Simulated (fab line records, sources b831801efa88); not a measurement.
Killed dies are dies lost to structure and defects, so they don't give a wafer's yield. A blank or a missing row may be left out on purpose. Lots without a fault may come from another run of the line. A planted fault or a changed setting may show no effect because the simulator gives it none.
Split-lot experiment | flow sky130 | 5 lots, 23 wafers read, on a route of 708 steps

THE SPLIT
At SKY_VIA1_SPUTTER_20 (material TiN, target thk 20 nm, time 80 s), the setting time_s was moved away from the recipe's 80 s on 6 of the 23 wafers read, by -11.3% to +13.4%. The other wafers ran this setting at the recipe's value.

The reading is taken at the split's own step.

THE READING
TiN_of_VIA1_SPUTTER_20.thk_nm (the simulator's own value, which no gauge read), in nm, at SKY_VIA1_SPUTTER_20 (material TiN, target thk 20 nm, time 80 s). The file gives no usual value for it. The 17 wafers here that ran the recipe average 19.96 nm, standard deviation 0.21 nm.

wafer  | tool, chamber at the split | time_s as run, s | against the recipe | TiN_of_VIA1_SPUTTER_20.thk_nm, nm | against lot-mates on the recipe
L074.1 | pvd_sputter-04, -          | 71               | -11.3%             | 18.01                             | -1.88
L074.2 | pvd_sputter-04, -          | 80               | recipe             | 20.16                             | -
L074.4 | pvd_sputter-04, -          | 80               | recipe             | 19.68                             | -
L074.5 | pvd_sputter-04, -          | 80               | recipe             | 19.84                             | -
L074.6 | pvd_sputter-04, -          | 71               | -11.3%             | 18.03                             | -1.86
L078.1 | pvd_sputter-04, -          | 89.01            | +11.3%             | 22.16                             | +2.17
L078.2 | pvd_sputter-04, -          | 80               | recipe             | 19.83                             | -
L078.3 | pvd_sputter-04, -          | 80               | recipe             | 20.21                             | -
L078.5 | pvd_sputter-04, -          | 89.01            | +11.3%             | 22.18                             | +2.19
L078.6 | pvd_sputter-04, -          | 80               | recipe             | 19.94                             | -
L079.1 | pvd_sputter-04, -          | 80               | recipe             | 19.56                             | -
L079.4 | pvd_sputter-04, -          | 80               | recipe             | 19.86                             | -
L079.5 | pvd_sputter-04, -          | 80               | recipe             | 19.69                             | -
L080.1 | pvd_sputter-04, -          | 80               | recipe             | 20.09                             | -
L080.2 | pvd_sputter-04, -          | 80               | recipe             | 20.12                             | -
L080.4 | pvd_sputter-04, -          | 80               | recipe             | 20.06                             | -
L080.5 | pvd_sputter-04, -          | 80               | recipe             | 20.15                             | -
L080.6 | pvd_sputter-04, -          | 80               | recipe             | 20.35                             | -
L082.2 | pvd_sputter-03, -          | 80               | recipe             | 19.95                             | -
L082.3 | pvd_sputter-03, -          | 90.68            | +13.4%             | 22.54                             | +2.63
L082.4 | pvd_sputter-03, -          | 90.68            | +13.4%             | 22.57                             | +2.66
L082.5 | pvd_sputter-03, -          | 80               | recipe             | 19.76                             | -
L082.6 | pvd_sputter-03, -          | 80               | recipe             | 20.03                             | -

THE FIT
A straight line over all 23 wafers: TiN_of_VIA1_SPUTTER_20.thk_nm changes by +0.188 nm for each +1% of time_s; r = +0.99; the points scatter about the line by 0.2 nm.
The same after taking each lot's own level away (the mean of its wafers on the recipe; 23 wafers): +0.186 nm for each +1%; r = +0.99; scatter 0.15 nm.
On that fit, the largest move of time_s shifts the reading by 2.5 nm.
The lots' own levels span 19.703 to 20.154 nm, that is 2.2 times the standard deviation above.
So the lot-to-lot level changes the slope little: the two slopes agree.
Check: with one of the wafers moved furthest among these (+13.4%) left out of the fit, the line predicts +2.49 nm for it against its lot-mates. It came out at +2.63 nm against them.

OTHER SPLITS ON THESE WAFERS
These wafers also went through other splits before the reading. Each is held against what the fit with the lots' levels taken away leaves over:
other split on the same wafers             | wafers away from the commonest value | r with TiN_of_VIA1_SPUTTER_20.thk_nm (lot level and that fit taken away)
SKY_CONTACT_SPUTTER_23 chamber_pressure_pa | 5                                    | +0.15
SKY_METAL1_SPUTTER_01 time_s               | 7                                    | +0.16
SKY_METAL1_DEVELOP_14 dev_temp_c           | 9                                    | -0.02
SKY_VIA1_HDPCVD_00 sih4_flow_sccm          | 6                                    | +0.08

THE FILE'S OWN FIT
TiN_of_VIA1_SPUTTER_20.thk_nm changes by +0.187 nm for each +1% of time_s, r = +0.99.
